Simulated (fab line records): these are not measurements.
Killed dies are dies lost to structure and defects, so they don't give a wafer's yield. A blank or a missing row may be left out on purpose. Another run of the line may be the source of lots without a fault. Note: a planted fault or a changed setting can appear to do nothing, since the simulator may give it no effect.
fab line records    flow sfq_line
record: lots: 7  wafers: 21  last_day: 81
route steps=325 shown M7@285 I7@296 M8@311
lots untouched by any fault: they come from a run of this same line in which no faults occurred
start_h: start of the lot's first displayed wafer, in hours after the record's first day    wait_h: time in hours since the lot's previous step    " repeats the value in the row above    L1.1+2: several wafers, shown together as one row    - no value present, or no start provided    * or withheld: withheld    < > ~ a bound
route shown NAME@n: a module of which the file shows steps, and the number in the route of the first    usual: average and standard deviation across the fault-free wafers    same: alike in all rows    chamber/n: place in a boat    sites: readings site by site    _std_site: the values' standard deviation    _edge_site: the outer-site mean with the inner-site mean subtracted    radius_mm: how far each site lies from the wafer's centre    mask NAME#n: copy n    behind: tool/chamber where the wafer was last shaped    hold: why the lot was held/for how many hours/how that ended    device: names the non-switching transistor (n, p or np)    end of line: tests of these same wafers at the route's end    step lacking rows: just its recipe    killed: not the wafer's yield, but the dies lost to structure and defects at the first sort    map: shows each die of a wafer: x if killed, . if not, _ if none is there
set.NAME: the setting that was run; set.NAME@STEP: the one run at that earlier step    model.NAME: the simulator's own value behind a step, which no gauge read
lots seen at some steps along the route; tables by step, rows by wafer
services: from which hour (start_h, from the record's first day; less than 0 if before it) a tool's chamber was out of use, for how many hours, and why
== steps ==
step: SFQ_TRILAYER_M7_LITHO_COAT_182
recipe: resist: BARC  spin_rpm: 3000  resist_thk_nm: 62
step: SFQ_TRILAYER_M7_LITHO_COAT_177
recipe: resist: KrF  spin_rpm: 3000  resist_thk_nm: 600
step: SFQ_TRILAYER_M7_LITHO_SOFTBAKE_181
recipe: temp_c: withheld  time_s: withheld  resist: KrF
step: SFQ_TRILAYER_M7_LITHO_EXPOSE_178
recipe: mask_id: M7  na: 0.6  source_shape: conventional  sigma_outer: 0.65  target_cd_nm: 500  dose_mj: 14.4
step: SFQ_TRILAYER_M7_LITHO_PEB_180
recipe: peb_temp_c: 115  peb_time_s: 60  resist: KrF
step: SFQ_TRILAYER_M7_LITHO_DEVELOP_179
recipe: time_s: 60  resist: KrF
step: SFQ_M7_OVL_MEAS_945
usual: M7_OVL: 1/6.1
lot.wafer  tool        chamber  start_h  wait_h  M7_OVL[nm]
L678.1     overlay-02  -        1648.06  0.1     3
L678.2     "           -        "        "       3
L678.6     "           -        "        "       2
L693.1     overlay-01  -        1814.97  0.1     -1
L693.2     "           -        "        "       3
L693.3     "           -        "        "       4
L696.1     overlay-02  -        1843.90  0.1     -2
L696.4     "           -        "        "       0
L696.6     "           -        "        "       0
L697.1     overlay-01  -        1848.70  0.1     6
L697.4     "           -        "        "       12
L697.6     "           -        "        "       8
L698.1     overlay-02  -        1855.90  0.1     1
L698.2     "           -        "        "       9
L698.6     "           -        "        "       3
L699.1     overlay-02  -        1860.70  0.1     -1
L699.2     "           -        "        "       -4
L699.4     "           -        "        "       6
L700.1     overlay-02  -        1861.90  0.1     3
L700.4     "           -        "        "       -5
L700.5     "           -        "        "       8
step: SFQ_TRILAYER_M7_BARC_OPEN_METAL_ETCH_229
recipe: mask_material: PR  chemistry: O2  target_depth_nm: 125  target: BARC  icp_w: 600  bias_w: 80  pressure_mtorr: 10  time_s: 41.7
step: SFQ_TRILAYER_M7_ETCH_METAL_ETCH_180
recipe: target: Nb  stop_on: SiO2  mask_material: PR  chemistry: Cl2/Ar  target_depth_nm: 240  icp_w: 600  bias_w: 80  pressure_mtorr: 10  time_s: 120
usual: drypump_motor_current_A: 5.74/0.28  oes_product_au: 0.894/0.0078
lot.wafer  tool          chamber  start_h  wait_h  drypump_motor_current_A  oes_product_au  rf_hours_counter_h
L678.1     rie_metal-04  0        1648.16  0.0     5.26                     0.894           15
L678.2     "             1        "        "       5.83                     0.894           78
L678.6     "             1        "        "       5.85                     0.888           -
L693.1     rie_metal-01  0        1815.07  0.0     5.70                     0.892           113
L693.2     "             1        "        "       5.80                     0.897           84
L693.3     "             1        "        "       5.81                     0.895           -
L696.1     rie_metal-04  0        1844.00  0.0     5.26                     0.907           40
L696.4     "             1        "        "       5.84                     0.906           -
L696.6     "             0        "        "       5.27                     0.900           -
L697.1     rie_metal-04  0        1848.80  0.0     5.25                     0.898           40
L697.4     "             0        "        "       5.23                     0.892           -
L697.6     "             1        "        "       5.85                     0.893           -
L698.1     rie_metal-04  1        1856.00  0.0     5.83                     0.896           109
L698.2     "             0        "        "       5.26                     0.901           41
L698.6     "             1        "        "       5.83                     0.900           -
L699.1     rie_metal-01  1        1860.80  0.0     5.78                     0.896           91
L699.2     "             0        "        "       5.69                     0.888           120
L699.4     "             0        "        "       5.71                     0.890           -
L700.1     rie_metal-04  1        1862.00  0.0     5.82                     0.909           110
L700.4     "             1        "        "       5.84                     0.882           -
L700.5     "             0        "        "       5.24                     0.892           -
step: SFQ_TRILAYER_M7_STRIP_STRIP_181
recipe: gas: O2  power_w: 200  platen_temp_c: 40  overash_fraction: 0.65  chemistry: O2  pressure_mtorr: 50
usual: drypump_motor_current_A: 5.74/0.28  oes_product_au: 1.002/0.0067
same: overash_fraction: 0.65
lot.wafer  tool          chamber  start_h  wait_h  drypump_motor_current_A  oes_product_au  rf_hours_counter_h
L678.1     rie_metal-04  0        1648.28  0.1     5.21                     0.998           15
L678.2     "             1        "        "       5.83                     1.010           78
L678.6     "             1        "        "       5.82                     1.002           -
L693.1     rie_metal-01  0        1815.20  0.1     5.69                     1.005           113
L693.2     "             1        "        "       5.81                     1.003           84
L693.3     "             1        "        "       5.77                     0.992           -
L696.1     rie_metal-04  0        1844.12  0.1     5.26                     0.993           40
L696.4     "             1        "        "       5.83                     0.996           -
L696.6     "             0        "        "       5.28                     0.990           -
L697.1     rie_metal-04  0        1848.92  0.1     5.23                     0.996           40
L697.4     "             0        "        "       5.24                     0.981           -
L697.6     "             1        "        "       5.85                     1.004           -
L698.1     rie_metal-04  1        1856.12  0.1     5.83                     1.000           109
L698.2     "             0        "        "       5.26                     1.008           41
L698.6     "             1        "        "       5.83                     1.009           -
L699.1     rie_metal-01  1        1860.92  0.1     5.80                     0.996           91
L699.2     "             0        "        "       5.72                     1.003           120
L699.4     "             0        "        "       5.72                     1.002           -
L700.1     rie_metal-04  1        1862.12  0.1     5.82                     1.007           110
L700.4     "             1        "        "       5.83                     1.010           -
L700.5     "             0        "        "       5.26                     1.003           -
step: SFQ_TRILAYER_M7_STRIP_SOLV_CLEAN_182
recipe: chemistry: NMP  temp_c: 70  time_s: 600
step: SFQ_TRILAYER_I7_DEP_PECVD_183
recipe: material: SiO2  temp_c: 150  time_s: 111.11  pressure_torr: 2.4  rf_w: 183.3  precursor: SiH4/N2O  target_thk_nm: 500
usual: heater_power_w: 79/16  throttle_valve_pct: 24.6/1.7
lot.wafer  tool      chamber  start_h  wait_h  heater_power_w  throttle_valve_pct
L678.1     pecvd-02  2        1649.06  0.0     54              25.9
L678.2     "         0        "        "       76              25.4
L678.6     "         0        "        "       62              25.5
L693.1     pecvd-04  0        1815.97  0.0     84              23.3
L693.2     "         2        "        "       66              23.6
L693.3     "         1        "        "       89              25.7
L696.1     pecvd-03  1        1844.90  0.0     87              24.0
L696.4     "         0        "        "       76              25.1
L696.6     "         1        "        "       94              24.0
L697.1     pecvd-04  2        1849.73  0.0     65              24.0
L697.4     "         1        "        "       90              25.7
L697.6     "         0        "        "       80              23.4
L698.1     pecvd-02  2        1856.91  0.0     49              23.8
L698.2     "         0        "        "       74              23.3
L698.6     "         0        "        "       60              23.0
L699.1     pecvd-03  2        1861.70  0.0     99              23.7
L699.2     "         0        "        "       82              25.0
L699.4     "         1        "        "       91              23.7
L700.1     pecvd-02  2        1862.90  0.0     48              23.6
L700.4     "         2        "        "       50              23.7
L700.5     "         1        "        "       101             23.2
step: SFQ_TRILAYER_I7_CMP_CMP_184
recipe: material: SiO2  down_force_psi: 3  platen_rpm: 60  pad_velocity_m_s: 0.94248
usual: edge_zone_pressure_frac: 1.000/0.0046  head_pressure_psi: 3.000/0.0065  motor_current_A: 10.0/1.1  time_to_endpoint_s: 214/8.7
lot.wafer  tool    chamber  start_h  wait_h  edge_zone_pressure_frac  head_pressure_psi  motor_current_A  time_to_endpoint_s  model.SiO2_of_TRILAYER_I7_DEP_PECVD_183.thk_nm
L678.1     cmp-01  1        1649.14  0.0     0.989                    2.987              9.8              221                 198.1
L678.2     "       3        1650.14  1.0     1.005                    2.995              10.7             222                 198.9
L678.6     "       1        1651.14  2.0     0.994                    2.995              9.4              218                 197.6
L693.3     cmp-01  0        1817.26  1.3     1.002                    3.003              9.6              218                 200
L693.1     "       2        1818.26  2.3     0.999                    3.006              10.8             207                 200.3
L693.2     "       3        "        "       1.001                    3.012              10.4             210                 200.6
L696.4     cmp-02  2        1848.90  3.9     -                        -                  -                -                   498.7
L696.1     "       0        1849.90  5.0     -                        -                  -                -                   498.2
L696.6     "       2        1850.90  5.9     -                        -                  -                -                   498.5
L697.1     cmp-01  3        1851.13  1.4     -                        -                  -                -                   489.3
L697.4     "       2        1852.63  2.8     -                        -                  -                -                   503.5
L697.6     "       0        1853.63  3.8     -                        -                  -                -                   496.8
L698.2     cmp-01  1        1857.99  1.0     -                        -                  -                -                   491.5
L698.1     "       2        "        "       -                        -                  -                -                   491.7
L698.6     "       3        "        "       -                        -                  -                -                   497.5
L699.4     cmp-02  2        1861.86  0.1     0.996                    3.005              9.9              217                 202
L699.2     "       3        "        "       0.997                    2.994              7.9              204                 200.2
L699.1     "       1        1863.36  1.6     1.001                    2.986              11.2             205                 201.4
L700.1     cmp-01  1        1864.67  1.7     1.000                    3.000              10.2             207                 199.1
L700.4     "       2        "        "       1.006                    2.998              11.0             218                 200
L700.5     "       0        1866.17  3.2     1.007                    3.008              9.9              229                 199.8
step: SFQ_I7_BOW_MEAS_946
recipe: mode: bow
usual: I7_BOW: 5/12
lot.wafer  tool           chamber  start_h  wait_h  I7_BOW[um]
L678.1     film_metro-04  -        1652.14  2.5     6
L678.2     "              -        "        "       7
L678.6     "              -        "        "       9
L693.1     film_metro-02  -        1820.26  1.5     7
L693.2     "              -        "        "       4
L693.3     "              -        "        "       17
L696.1     film_metro-01  -        1851.90  1.5     19
L696.4     "              -        "        "       7
L696.6     "              -        "        "       20
L697.1     film_metro-04  -        1854.13  2.5     1
L697.4     "              -        "        "       0
L697.6     "              -        "        "       6
L698.1     film_metro-02  -        1859.99  1.0     3
L698.2     "              -        "        "       2
L698.6     "              -        "        "       3
L699.1     film_metro-02  -        1864.86  1.0     3
L699.2     "              -        "        "       -6
L699.4     "              -        "        "       -9
L700.1     film_metro-01  -        1866.67  1.5     -7
L700.4     "              -        "        "       0
L700.5     "              -        "        "       -6
step: SFQ_TRILAYER_I7_METRO_MEASURE_185
usual: thk_nm: 200.3/1.2
lot.wafer  tool           chamber  start_h  wait_h  thk_nm
L678.1     film_metro-04  -        1652.26  0.1     198.2
L678.2     "              -        "        "       198.9
L678.6     "              -        "        "       197.6
L693.1     film_metro-02  -        1820.38  0.1     200.2
L693.2     "              -        "        "       200.7
L693.3     "              -        "        "       200.0
L696.1     film_metro-01  -        1852.02  0.1     498.5
L696.4     "              -        "        "       498.6
L696.6     "              -        "        "       498.3
L697.1     film_metro-04  -        1854.25  0.1     489.4
L697.4     "              -        "        "       503.6
L697.6     "              -        "        "       496.5
L698.1     film_metro-02  -        1860.11  0.1     491.7
L698.2     "              -        "        "       491.5
L698.6     "              -        "        "       497.4
L699.1     film_metro-02  -        1864.98  0.1     201.2
L699.2     "              -        "        "       200.1
L699.4     "              -        "        "       202.1
L700.1     film_metro-01  -        1866.79  0.1     199.0
L700.4     "              -        "        "       200.0
L700.5     "              -        "        "       199.8
step: SFQ_TRILAYER_I7_VIA_LITHO_COAT_192
recipe: resist: BARC  spin_rpm: 3000  resist_thk_nm: 62
step: SFQ_TRILAYER_I7_VIA_LITHO_COAT_187
recipe: resist: KrF  spin_rpm: 3000  resist_thk_nm: 650
step: SFQ_TRILAYER_I7_VIA_LITHO_SOFTBAKE_191
recipe: temp_c: withheld  time_s: withheld  resist: KrF
step: SFQ_TRILAYER_I7_VIA_LITHO_EXPOSE_188
recipe: mask_id: I7  na: 0.6  source_shape: conventional  sigma_outer: 0.65  target_cd_nm: 1000  dose_mj: 21.3
step: SFQ_TRILAYER_I7_VIA_LITHO_PEB_190
recipe: peb_temp_c: 115  peb_time_s: 60  resist: KrF
step: SFQ_TRILAYER_I7_VIA_LITHO_DEVELOP_189
recipe: time_s: 60  resist: KrF
step: SFQ_I7_OVL_MEAS_947
usual: I7_OVL: 5/5.2
lot.wafer  tool        chamber  start_h  wait_h  I7_OVL[nm]
L678.1     overlay-02  -        1744.54  0.1     1
L678.2     "           -        "        "       4
L678.6     "           -        "        "       1
L693.1     overlay-02  -        1823.96  0.1     -3
L693.2     "           -        "        "       10
L693.3     "           -        "        "       -3
L696.1     overlay-01  -        1855.47  0.1     12
L696.4     "           -        "        "       7
L696.6     "           -        "        "       3
L697.1     overlay-01  -        1858.15  0.1     7
L697.4     "           -        "        "       7
L697.6     "           -        "        "       9
L698.1     overlay-02  -        1865.62  0.1     4
L698.2     "           -        "        "       9
L698.6     "           -        "        "       7
L699.1     overlay-01  -        1868.43  0.1     3
L699.2     "           -        "        "       9
L699.4     "           -        "        "       9
L700.1     overlay-02  -        1870.24  0.1     7
L700.4     "           -        "        "       7
L700.5     "           -        "        "       6
step: SFQ_TRILAYER_I7_VIA_BARC_OPEN_VIA_ETCH_260
recipe: mask_material: PR  chemistry: O2  target_depth_nm: 125  target: BARC  source_w: 500  bias_w: 80  pressure_mtorr: 30  time_s: 41.7
usual: drypump_motor_current_A: 5.7/0.53  oes_product_au: 0.685/0.0046
lot.wafer  tool         chamber  start_h  wait_h  drypump_motor_current_A  oes_product_au  rf_hours_counter_h
L678.1     rie_diel-04  2        1744.57  0.0     5.5                      0.685           21
L678.2     "            3        "        "       6.4                      0.689           16
L678.6     "            3        "        "       6.4                      0.689           -
L693.1     rie_diel-03  1        1824.00  0.0     6.4                      0.682           5
L693.2     "            2        "        "       5.7                      0.683           17
L693.3     "            3        "        "       6.2                      0.690           3
L696.1     rie_diel-01  1        1855.51  0.0     6.0                      0.692           19
L696.4     "            0        "        "       4.8                      0.685           0
L696.6     "            2        "        "       5.5                      0.682           -
L697.1     rie_diel-04  3        1858.18  0.0     6.4                      0.691           18
L697.4     "            1        "        "       5.3                      0.683           0
L697.6     "            1        "        "       5.3                      0.683           -
L698.1     rie_diel-04  1        1865.66  0.0     5.3                      0.684           0
L698.2     "            2        "        "       5.5                      0.682           1
L698.6     "            2        "        "       5.5                      0.680           -
L699.1     rie_diel-04  1        1868.46  0.0     5.3                      0.688           0
L699.2     "            3        "        "       6.4                      0.690           19
L699.4     "            2        "        "       5.5                      0.683           1
L700.1     rie_diel-03  0        1870.28  0.0     5.3                      0.682           7
L700.4     "            2        "        "       5.7                      0.686           -
L700.5     "            1        "        "       6.4                      0.683           -
step: SFQ_TRILAYER_I7_VIA_ETCH_VIA_ETCH_190
recipe: target: SiO2  stop_on: Nb  mask_material: PR  taper_deg: 20  chemistry: CHF3  target_depth_nm: 260  source_w: 500  bias_w: 80  pressure_mtorr: 30  time_s: withheld
usual: drypump_motor_current_A: 5.7/0.54  oes_product_au: 0.855/0.006
lot.wafer  tool         chamber  start_h  wait_h  drypump_motor_current_A  oes_product_au  model.I7.feature_depth_nm  model.etch.depth_nm
L678.1     rie_diel-04  2        1744.61  0.0     5.5                      0.848           198.1                      198.1
L678.2     "            3        "        "       6.4                      0.855           198.9                      198.9
L678.6     "            3        "        "       6.4                      0.848           197.6                      197.6
L693.1     rie_diel-03  1        1824.04  0.0     6.4                      0.856           200.3                      200.3
L693.2     "            2        "        "       5.7                      0.855           200.6                      200.6
L693.3     "            3        "        "       6.2                      0.860           200                        200
L696.1     rie_diel-01  1        1855.55  0.0     5.9                      1.625           261.1                      261.1
L696.4     "            0        "        "       4.8                      1.574           249.9                      249.9
L696.6     "            2        "        "       5.5                      1.629           260.7                      260.7
L697.1     rie_diel-04  3        1858.22  0.0     6.4                      1.619           259.4                      259.4
L697.4     "            1        "        "       5.2                      1.587           252.8                      252.8
L697.6     "            1        "        "       5.2                      1.590           254.4                      254.4
L698.1     rie_diel-04  1        1865.70  0.0     5.3                      1.590           253.3                      253.3
L698.2     "            2        "        "       5.5                      1.591           253.2                      253.2
L698.6     "            2        "        "       5.5                      1.593           255.2                      255.2
L699.1     rie_diel-04  1        1868.50  0.0     5.3                      0.855           201.4                      201.4
L699.2     "            3        "        "       6.4                      0.855           200.2                      200.2
L699.4     "            2        "        "       5.5                      0.864           202                        202
L700.1     rie_diel-03  0        1870.32  0.0     5.3                      0.846           199.1                      199.1
L700.4     "            2        "        "       5.7                      0.854           200                        200
L700.5     "            1        "        "       6.4                      0.859           199.8                      199.8
step: SFQ_TRILAYER_I7_VIA_STRIP_STRIP_191
recipe: gas: O2  power_w: 200  platen_temp_c: 40  overash_fraction: 0.65  chemistry: O2  pressure_mtorr: 50
usual: drypump_motor_current_A: 6.03/0.28  oes_product_au: 1.000/0.0079
same: overash_fraction: 0.65
lot.wafer  tool          chamber  start_h  wait_h  drypump_motor_current_A  oes_product_au  rf_hours_counter_h
L678.1     rie_metal-02  1        1744.73  -       6.19                     0.999           64
L678.2     "             0        "        "       6.37                     0.990           140
L678.6     "             0        "        "       6.38                     0.999           -
L693.1     rie_metal-02  0        1824.15  -       6.36                     1.004           5
L693.2     "             1        "        "       6.21                     0.985           77
L693.3     "             1        "        "       6.21                     0.995           -
L696.1     rie_metal-01  0        1855.66  -       5.70                     1.006           118
L696.4     "             0        "        "       5.71                     1.002           -
L696.6     "             1        "        "       5.85                     0.994           -
L697.1     rie_metal-01  0        1858.34  -       5.70                     0.998           119
L697.4     "             1        "        "       5.86                     1.002           -
L697.6     "             0        "        "       5.69                     1.002           -
L698.1     rie_metal-01  0        1865.81  -       5.72                     0.988           122
L698.2     "             1        "        "       5.75                     1.004           93
L698.6     "             1        "        "       5.78                     0.993           -
L699.1     rie_metal-02  1        1868.61  -       6.26                     0.993           81
L699.2     "             0        "        "       6.40                     1.000           9
L699.4     "             0        "        "       6.40                     1.004           -
L700.1     rie_metal-02  0        1870.43  -       6.38                     1.001           10
L700.4     "             0        "        "       6.35                     0.997           -
L700.5     "             0        "        "       6.38                     1.004           -
step: SFQ_TRILAYER_I7_VIA_STRIP_SOLV_CLEAN_192
recipe: chemistry: NMP  temp_c: 70  time_s: 600
step: SFQ_TRILAYER_M8_LITHO_LOR_COAT_197
recipe: resist: lift-off  spin_rpm: 3000
step: SFQ_TRILAYER_M8_LITHO_LOR_BAKE_198
recipe: resist: lift-off  temp_c: withheld  time_s: withheld
step: SFQ_TRILAYER_M8_LITHO_COAT_193
recipe: resist: KrF  spin_rpm: 3000  resist_thk_nm: 600
step: SFQ_TRILAYER_M8_LITHO_SOFTBAKE_199
recipe: temp_c: withheld  time_s: withheld  resist: KrF
step: SFQ_TRILAYER_M8_LITHO_EXPOSE_194
recipe: mask_id: M8  na: 0.6  source_shape: conventional  sigma_outer: 0.65  target_cd_nm: 2000  dose_mj: 14.4
step: SFQ_TRILAYER_M8_LITHO_PEB_196
recipe: peb_temp_c: 115  peb_time_s: 60  resist: KrF
step: SFQ_TRILAYER_M8_LITHO_DEVELOP_195
recipe: img_clear_s: 15  time_s: 55  resist: KrF
step: SFQ_M8_OVL_MEAS_948
usual: M8_OVL: 2/5.5
lot.wafer  tool        chamber  start_h  wait_h  M8_OVL[nm]
L678.1     overlay-02  -        1748.29  0.1     6
L678.2     "           -        "        "       3
L678.6     "           -        "        "       -3
L693.1     overlay-01  -        1908.31  0.1     -3
L693.2     "           -        "        "       -3
L693.3     "           -        "        "       -5
L696.1     overlay-02  -        1935.36  0.1     2
L696.4     "           -        "        "       7
L696.6     "           -        "        "       10
L697.1     overlay-01  -        1936.56  0.1     10
L697.4     "           -        "        "       6
L697.6     "           -        "        "       7
L698.1     overlay-02  -        1943.76  0.1     8
L698.2     "           -        "        "       8
L698.6     "           -        "        "       6
L699.1     overlay-01  -        1947.36  0.1     8
L699.2     "           -        "        "       3
L699.4     "           -        "        "       2
L700.1     overlay-02  -        1950.96  0.1     -2
L700.4     "           -        "        "       -1
L700.5     "           -        "        "       -6
step: SFQ_TRILAYER_M8_DEP_EVAP_197
recipe: material: Ti  angular_spread_deg: 1  target_thk_nm: 20  time_s: 100  power_w: 2000
step: SFQ_TRILAYER_M8_DEP_EVAP_198
recipe: material: Pt  angular_spread_deg: 1  target_thk_nm: 50  time_s: 250  power_w: 2000
step: SFQ_TRILAYER_M8_DEP_EVAP_196
recipe: material: Au  angular_spread_deg: 1  target_thk_nm: 180  time_s: 900  power_w: 2000
step: SFQ_M8_RS_MEAS_949
recipe: thk_meas_gauge: four-point-probe  reads: Au_of_TRILAYER_M8_DEP_EVAP_196+Pt_of_TRILAYER_M8_DEP_EVAP_198+Ti_of_TRILAYER_M8_DEP_EVAP_197
usual: M8_AU_RS: 0.1539/0.0015
lot.wafer  tool           chamber  start_h  wait_h  M8_AU_RS[ohm/sq]
L678.1     film_metro-04  -        1749.07  0.3     0.1525
L678.2     "              -        "        "       0.1532
L678.6     "              -        "        "       0.1530
L693.1     film_metro-04  -        1909.09  0.3     0.1543
L693.2     "              -        "        "       0.1535
L693.3     "              -        "        "       0.1533
L696.1     film_metro-03  -        1936.14  0.3     0.1549
L696.4     "              -        "        "       0.1556
L696.6     "              -        "        "       0.1547
L697.1     film_metro-03  -        1937.34  0.3     0.1556
L697.4     "              -        "        "       0.1567
L697.6     "              -        "        "       0.1572
L698.1     film_metro-02  -        1944.54  0.3     0.1533
L698.2     "              -        "        "       0.1537
L698.6     "              -        "        "       0.1526
L699.1     film_metro-02  -        1948.14  0.3     0.1542
L699.2     "              -        "        "       0.1540
L699.4     "              -        "        "       0.1530
L700.1     film_metro-03  -        1951.74  0.3     0.1546
L700.4     "              -        "        "       0.1556
L700.5     "              -        "        "       0.1561
step: SFQ_M8_THK_MEAS_950
recipe: thk_meas_gauge: xrf  reads: Au_of_TRILAYER_M8_DEP_EVAP_196
usual: M8_AU_THK: 178.0/2
lot.wafer  tool           chamber  start_h  wait_h  M8_AU_THK[nm]
L678.1     film_metro-04  -        1749.19  0.1     178.4
L678.2     "              -        "        "       177.0
L678.6     "              -        "        "       177.8
L693.1     film_metro-04  -        1909.21  0.1     177.5
L693.2     "              -        "        "       179.0
L693.3     "              -        "        "       178.8
L696.1     film_metro-03  -        1936.26  0.1     177.9
L696.4     "              -        "        "       176.2
L696.6     "              -        "        "       177.8
L697.1     film_metro-03  -        1937.46  0.1     176.0
L697.4     "              -        "        "       175.3
L697.6     "              -        "        "       174.3
L698.1     film_metro-02  -        1944.66  0.1     179.3
L698.2     "              -        "        "       178.3
L698.6     "              -        "        "       180.0
L699.1     film_metro-02  -        1948.26  0.1     178.5
L699.2     "              -        "        "       178.9
L699.4     "              -        "        "       178.6
L700.1     film_metro-03  -        1951.86  0.1     176.9
L700.4     "              -        "        "       176.1
L700.5     "              -        "        "       175.2
step: SFQ_TRILAYER_M8_LIFTOFF_LIFTOFF_197
recipe: temp_c: 80  time_s: 600  chemistry: NMP
step: SFQ_M8_BOW_MEAS_951
recipe: mode: bow
usual: M8_BOW: 6/12
lot.wafer  tool           chamber  start_h  wait_h  M8_BOW[um]  model.etest.i7.link_ohm
L678.1     film_metro-02  -        1749.44  0.0     5           1.048
L678.2     "              -        "        "       7           1.049
L678.6     "              -        "        "       9           1.047
L693.1     film_metro-02  -        1909.45  0.0     9           1.05
L693.2     "              -        "        "       6           1.052
L693.3     "              -        "        "       17          1.054
L696.1     film_metro-04  -        1936.50  0.0     19          1e+06
L696.4     "              -        "        "       6           1e+06
L696.6     "              -        "        "       19          1e+06
L697.1     film_metro-04  -        1937.70  0.0     1           1e+06
L697.4     "              -        "        "       0           1e+06
L697.6     "              -        "        "       7           1e+06
L698.1     film_metro-03  -        1944.90  0.0     1           1e+06
L698.2     "              -        "        "       2           1e+06
L698.6     "              -        "        "       2           1e+06
L699.1     film_metro-03  -        1948.50  0.0     4           1.048
L699.2     "              -        "        "       -5          1.055
L699.4     "              -        "        "       -8          1.058
L700.1     film_metro-04  -        1952.10  0.0     -6          1.045
L700.4     "              -        "        "       1           1.058
L700.5     "              -        "        "       -7          1.054
== services ==
tool           chamber  start_h  hours  kind
rie_metal-02   -        1646.52  0.2    repair
rie_diel-03    0        1648.25  1.5    repair
rie_diel-04    2        1659.02  4.1    repair
film_metro-02  -        1663.21  1.0    pm
rie_diel-04    1        1680.03  8.5    repair
rie_metal-02   -        1682.48  1.4    pm
rie_metal-04   -        1684.78  4.3    pm
pecvd-02       -        1686.25  14.0   pm
rie_metal-01   1        1688.84  26.0   repair
rie_diel-04    -        1691.08  14.6   pm
rie_diel-03    3        1713.87  6.8    repair
rie_diel-03    -        1736.97  2.8    pm
rie_diel-04    2        1748.07  7.7    repair
rie_metal-04   0        1766.39  15.0   repair
rie_diel-03    1        1766.75  3.0    repair
cmp-01         -        1774.84  4.0    pm
cmp-01         -        1787.29  4.5    pm
rie_diel-03    0        1788.74  5.6    repair
rie_diel-04    0        1790.18  6.6    repair
rie_metal-04   -        1825.67  1.4    pm
rie_metal-04   -        1845.34  1.2    repair
rie_metal-02   -        1853.36  14.6   pm
cmp-01         -        1855.23  1.4    repair
rie_diel-03    3        1870.16  12.4   repair
== key ==
first_sign: step: SFQ_TRILAYER_I7_CMP_CMP_184  reading: tool_record  direction: missing
effect: step: SFQ_TRILAYER_I7_METRO_MEASURE_185  reading: thk_nm  direction: up  sigmas: 99+  usual: 200.3  struck: 496.2
effect: step: SFQ_TRILAYER_I7_VIA_ETCH_VIA_ETCH_190  reading: oes_product_au  direction: up  sigmas: 99+  usual: 0.855  struck: 1.600
model_effect: step: SFQ_TRILAYER_I7_CMP_CMP_184  value: SiO2_of_TRILAYER_I7_DEP_PECVD_183.thk_nm  without: 200.6  struck: 496.2
model_effect: step: SFQ_TRILAYER_I7_VIA_ETCH_VIA_ETCH_190  value: I7.feature_depth_nm  without: 200.6  struck: 255.6
model_effect: step: SFQ_M8_BOW_MEAS_951  value: etest.i7.link_ohm  without: 1.045  struck: 1e+06
met_at SFQ_TRILAYER_I7_CMP_CMP_184
struck_wafers L696.1,L696.4,L696.6,L697.1,L697.4,L697.6,L698.1,L698.2,L698.6
onset_between 1817.26 1848.90
fault: kind: skipped_step_whole  tool: cmp-01,cmp-02  chamber: -  onset_h: 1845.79  steps: SFQ_TRILAYER_I7_CMP_CMP_184  scope: struck_lots_only
